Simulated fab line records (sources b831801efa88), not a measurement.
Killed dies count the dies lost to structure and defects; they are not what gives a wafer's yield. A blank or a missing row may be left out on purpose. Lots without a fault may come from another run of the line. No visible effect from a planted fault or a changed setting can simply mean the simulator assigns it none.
8D (eight disciplines) problem report, filled in by code | flow sky130 | the parts of the form that need people (team, actions taken, sign-off) are left out

== 1. WHAT WENT WRONG ==
SKY_CONTACT_ETCH_17, oes product au: mean 0.370 a.u. on 3 wafers (1 lot); fault-free wafers 0.892 a.u., standard deviation 0.0048. So: -99 or more standard deviations from the usual mean.
The step: etches SiO2 in C4F8/O2/Ar, stops on Si3N4, target depth 340 nm.
First seen on wafer L716.3, day 36 15:37, on rie diel-03. The record holds 36 wafers of 12 lots with a number at this step. Rule for "out", or "out of limits": more than 4 standard deviations from the usual mean. The rest of the wafers with a number are treated as sound.

== 2. WHAT IT IS AND WHAT IT IS NOT ==
question                    | is                     | is not
which readings at this step | oes product au         | -
which lots                  | L716                   | L703, L707, L708, L709, L710, L714, L719, L721, L724, L725, L726
which wafers of those lots  | all that have a number | -
read on which tools         | rie diel-03            | rie diel-01, rie diel-02
when                        | from day 36 15:37      | up to then (18 sound wafers); but 15 sound wafers of L719, L721, L724, L725, L726 came after

== 3. SUSPECTS, AND WHAT RULES EACH OUT ==
Counting: a tool at any process step up to the reading remains a suspect when it ran all the lots that are out and ran no sound lot after the first of those.
- pvd sputter-02 at SKY_LI_CONTACT_SPUTTER_20 (material TiN, target thk 20 nm, time 80 s): kept. It ran the lot that is out, L716 (day 34 07:06), and no sound lot after that; its last sound lot up to then is L714 (day 33 16:41).
- hdpcvd-02 at SKY_CONTACT_HDPCVD_02 (deposits SiO2, target thk 565 nm, time 94.2 s): ruled out as a lasting fault. Sound lots L719, L721, L724, L725 ran on it after its first lot that is out, L716 (day 35 11:46).
- rie diel-03 at SKY_CONTACT_ETCH_17 (etches SiO2 in C4F8/O2/Ar, stops on Si3N4, target depth 340 nm): ruled out as a lasting fault. Sound lots L719, L726 ran on it after its first lot that is out, L716 (day 36 15:37).
Remaining after the count: pvd sputter-02 at SKY_LI_CONTACT_SPUTTER_20.

== 4. THE CAUSE (what the simulator had put in) ==
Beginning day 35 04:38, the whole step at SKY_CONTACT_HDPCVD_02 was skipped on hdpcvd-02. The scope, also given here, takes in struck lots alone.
It was ruled out by counting, in error; the rule expects a fault to strike all lots run on its tool from its start on, and this fault did not.

== 5. SEQUENCE OF EFFECTS, ordered by route ==
Each row: a reading where the mean over the struck wafers with a number is more than 3 standard deviations away from the usual. Only readings whose record carries a usual standard deviation are examined. hours: median over the lots of the time between each lot's start at the first step of this table that gives one and its start at this step. sigmas: the change, counted in usual standard deviations.
hours | step                    | reading             | usual      | on struck wafers | change | sigmas
0     | SKY_CONTACT_BOW_MEAS_05 | CONTACT_BOW         | 82 um      | 61               | -21    | -3.1
27    | SKY_CONTACT_ETCH_17     | oes product au      | 0.892 a.u. | 0.370            | -0.522 | -99 or more
345   | SKY_PAD_OPEN_PROBE_99   | killed_at_M0_to_M3  | 43         | 11               | -32    | -4.8
345   | SKY_PAD_OPEN_PROBE_99   | killed at contacts  | 24         | 478              | +454   | +86
345   | SKY_PAD_OPEN_PROBE_99   | killed at front end | 16         | 2                | -14    | -3.3
345   | SKY_PAD_OPEN_PROBE_99   | killed dies         | 86         | 492              | +406   | +43
345   | SKY_PAD_OPEN_PROBE_99   | killed on rim       | 16         | 96               | +80    | +21
345   | SKY_PAD_OPEN_PROBE_99   | killed open         | 48         | 11               | -37    | -5.6
345   | SKY_PAD_OPEN_PROBE_99   | killed short        | 38         | 5                | -33    | -5.0
It contains these process steps:
- SKY_CONTACT_ETCH_17: etches SiO2 in C4F8/O2/Ar, stops on Si3N4, target depth 340 nm.
- SKY_PAD_OPEN_PROBE_99
Readings that are blank on the struck wafers while sound wafers have them: pressure mtorr at SKY_CONTACT_HDPCVD_02; run length s at SKY_CONTACT_HDPCVD_02.

== 6. WHAT WOULD HAVE CAUGHT IT SOONER ==
First out-of-limits reading in this record: day 36 15:37, which is 35 hours after fault onset at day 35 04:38.
At SKY_CONTACT_HDPCVD_02 the tool's readings are blank on the struck wafers, where sound wafers have them: an empty tool record is the first sign, and it was there at once.
